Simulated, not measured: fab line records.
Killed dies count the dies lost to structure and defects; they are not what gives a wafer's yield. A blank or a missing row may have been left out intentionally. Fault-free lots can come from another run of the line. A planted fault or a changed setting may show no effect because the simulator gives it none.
A lot that was struck, set against a sound lot :: flow sky130 :: 43 steps out of a route of 708
Sound: these wafers, L919.1, L919.5, L919.6. Wafers L932.3, L932.4, L932.5 were the ones struck. The cause is given at the end.
At each step with rows: each side's tool, then ch and its chambers, then its first start. Under that, the readings that differ: sound wafers :: struck wafers :: difference of the means :: sigmas: that difference in standard deviations of wafers without a fault.
alike: readings whose means differ by less than 2 such deviations, and words and numbers that are the same on both sides. not compared: withheld readings, readings that some wafer has no value for, bounds like >300 that may hide the same value, and numbers for which the record gives no deviation and whose values overlap.
A row with sigmas, a row that says differs or no value, or rows on one side alone: a step with any of these is where the two part. Numbers that don't overlap but have no deviation are shown without sigmas and don't part them. Lack of a reading on every wafer of one side parts them only where that side has two or more wafers.

SKY_GATE_OXIDE_TW_MEAS_14:
  struck on filmMetro-04, day 19 23:43; sound on filmMetro-04, day 15 17:16
  alike: GATE_OXIDE_TW
then, 3 steps without rows for these wafers: SKY_GATE_OXIDE_CLEAN_15 (cleans in SC1/SC2, time 150 s); SKY_GATE_OXIDE_OXIDATION_16 (stabilise 600 s, purge 300 s, target thk 3.57 nm); SKY_POLY_GATE_CVD_00 (deposits poly-Si, target thk 180 nm, time 720 s).
SKY_POLY_GATE_THK_MEAS_01:
  struck on filmMetro-03, day 20 03:22; sound on filmMetro-03, day 15 21:28
  alike: POLY_GATE_CVD_00_THK
then, 7 steps without rows for these wafers: SKY_RES_PROTECT_DEHYDRATE_00 (time 60 s); SKY_RES_PROTECT_HMDS_01 (prime time 60 s); SKY_RES_PROTECT_COAT_02 (resist thk 1140 nm); SKY_RES_PROTECT_SOFTBAKE_03 (time 60 s); SKY_RES_PROTECT_EXPOSE_04 (exposes mask RPM, target cd 1270 nm); SKY_RES_PROTECT_PEB_05; SKY_RES_PROTECT_DEVELOP_06 (develop time 60 s).
SKY_POLY_GATE_IMPLANT_02:
  sound on implanter-02 ch 0, day 17 01:27; struck on implanter-04 ch 0, day 21 10:36
SKY_RES_PROTECT_STRIP_07: strips in O2/N2.
  sound on plasmaAsher-03 ch 0,1, day 17 01:36; struck on plasmaAsher-03 ch 0,1, day 21 10:44
  alike: drypumpMotorCurrentA, n2FlowSccm, oesProductAu, stripTimeToEndpointS
  not compared: rfHoursCounterH
SKY_RES_PROTECT_TW_MEAS_08:
  struck on filmMetro-03, day 21 10:49; sound on filmMetro-02, day 17 01:42
reading: POLY_GATE_TW
sound: 4080 4055 4083
struck: 4017 4001 4007
difference: -64
sigmas: -2
then, 2 steps without rows for these wafers: SKY_RES_PROTECT_CLEAN_09 (cleans in SC1/SC2, time 150 s); SKY_POLY_GATE_CVD_03 (deposits Si3N4 from DCS/NH3, target thk 75 nm, time 1290 s).
SKY_POLY_GATE_THK_MEAS_04:
  struck on filmMetro-04, day 21 12:17; sound on filmMetro-03, day 17 05:30
  alike: POLY_GATE_CVD_03_THK
then, 8 steps without rows for these wafers: SKY_POLY_GATE_DEHYDRATE_05 (time 60 s); SKY_POLY_GATE_HMDS_06 (prime time 60 s); SKY_POLY_GATE_COAT_07 (resist thk 110 nm); SKY_POLY_GATE_COAT_08 (resist thk 450 nm); SKY_POLY_GATE_SOFTBAKE_09 (time 90 s); SKY_POLY_GATE_EXPOSE_10 (exposes mask P1M, target cd 150 nm); SKY_POLY_GATE_PEB_11; SKY_POLY_GATE_DEVELOP_12 (develop time 60 s).
SKY_POLY_GATE_CD_MEAS_13 targets a cd of 150 nm.
  struck on cdSem-02, day 22 19:19; sound on cdSem-01, day 18 11:14
  alike: cdNm
SKY_POLY_GATE_OVL_MEAS_14:
  struck on overlay-01, day 22 19:25; sound on overlay-02, day 18 11:21
  alike: POLY_GATE_OVL
SKY_POLY_GATE_ETCH_15: etches BARC in N2/H2, stops on SiO2, time 118.5 s, target depth 110 nm.
  sound on rieDiel-04 ch 0,1,2, day 18 11:23; struck on rieDiel-03 ch 0,2,3, day 22 19:26
  alike: drypumpMotorCurrentA, h2FlowSccm, n2FlowSccm, oesProductAu, throttleValvePct
  not compared: rfHoursCounterH
SKY_POLY_GATE_ETCH_16: etches Si3N4 in CH3F/O2, stops on poly-Si, time 147.5 s, target depth 75 nm.
  sound on rieDiel-04 ch 0,1,2, day 18 11:28; struck on rieDiel-03 ch 0,2,3, day 22 19:31
  alike: drypumpMotorCurrentA, oesProductAu, throttleValvePct
  not compared: rfHoursCounterH
SKY_POLY_GATE_ETCH_17: etches poly-Si in HBr/Cl2, stops on SiO2, target depth 180 nm, time 70.5 s.
  sound on rieSi-02 ch 0,1,2, day 18 11:34; struck on rieSi-02 ch 0,1,2, day 22 19:37
  alike: drypumpMotorCurrentA, oesProductAu, throttleValvePct
  not compared: rfHoursCounterH
SKY_POLY_GATE_STRIP_18: strips in O2/N2.
  sound on plasmaAsher-02 ch 0,1, day 18 11:37; struck on plasmaAsher-01 ch 0,1, day 22 19:43
  alike: drypumpMotorCurrentA, n2FlowSccm, oesProductAu, stripTimeToEndpointS
  not compared: rfHoursCounterH
then, 2 steps without rows for these wafers: SKY_POLY_GATE_CLEAN_19 (cleans in SC1/SC2, time 150 s); SKY_POLY_GATE_OXIDATION_20 (stabilise 600 s, purge 300 s, target thk 4 nm).
SKY_POLY_GATE_THK_MEAS_21:
  struck on filmMetro-03, day 22 22:11; sound on filmMetro-04, day 18 13:02
  alike: POLY_GATE_OXIDATION_THK
SKY_POLY_GATE_CD_MEAS_22:
  struck on cdSem-01, day 22 22:17; sound on cdSem-01, day 18 13:05
  alike: cdNm
then, 6 steps without rows for these wafers: SKY_LDD_N_DEHYDRATE_00 (time 60 s); SKY_LDD_N_HMDS_01 (prime time 60 s); SKY_LDD_N_COAT_02 (resist thk 300 nm); SKY_LDD_N_SOFTBAKE_03 (time 60 s); SKY_LDD_N_EXPOSE_04 (exposes mask NTM, target cd 840 nm); SKY_LDD_N_PEB_05.
-- the record jumps here: 27 days lie between the struck wafers' starts before and after (it left off in module LDD_N and takes up again in module PAD_OPEN, whose first step shown is number 708 of the route) --
SKY_PAD_OPEN_PROBE_99:
  struck on prober-01, day 49 21:57; sound on prober-01, day 47 10:42
reading: killed_at_M4_up
sound: 1 0 3
struck: 8 5 5
difference: +5
sigmas: +3

reading: model.etest.resPoly.rsOhmSqRimLessCentre
sound: -0.5681 -0.661 0.7156
struck: -2.616 -1.825 -1.676
difference: -1.868
sigmas: 

reading: model.etest.resPoly.rsOhmSqRange
sound: 1.344 1.13 1.909
struck: 2.89 2.219 2.336
difference: +1.02
sigmas: 
  alike: killed_at_M0_to_M3, killedAtContacts, killedAtFrontEnd, killedAtOther, killedDies, killedOnRim, killedOpen, killedShort

== WHERE THEY PART ==
Earliest at SKY_RES_PROTECT_TW_MEAS_08; latest, in this record, at SKY_PAD_OPEN_PROBE_99.

WHY: the cause the simulator had injected
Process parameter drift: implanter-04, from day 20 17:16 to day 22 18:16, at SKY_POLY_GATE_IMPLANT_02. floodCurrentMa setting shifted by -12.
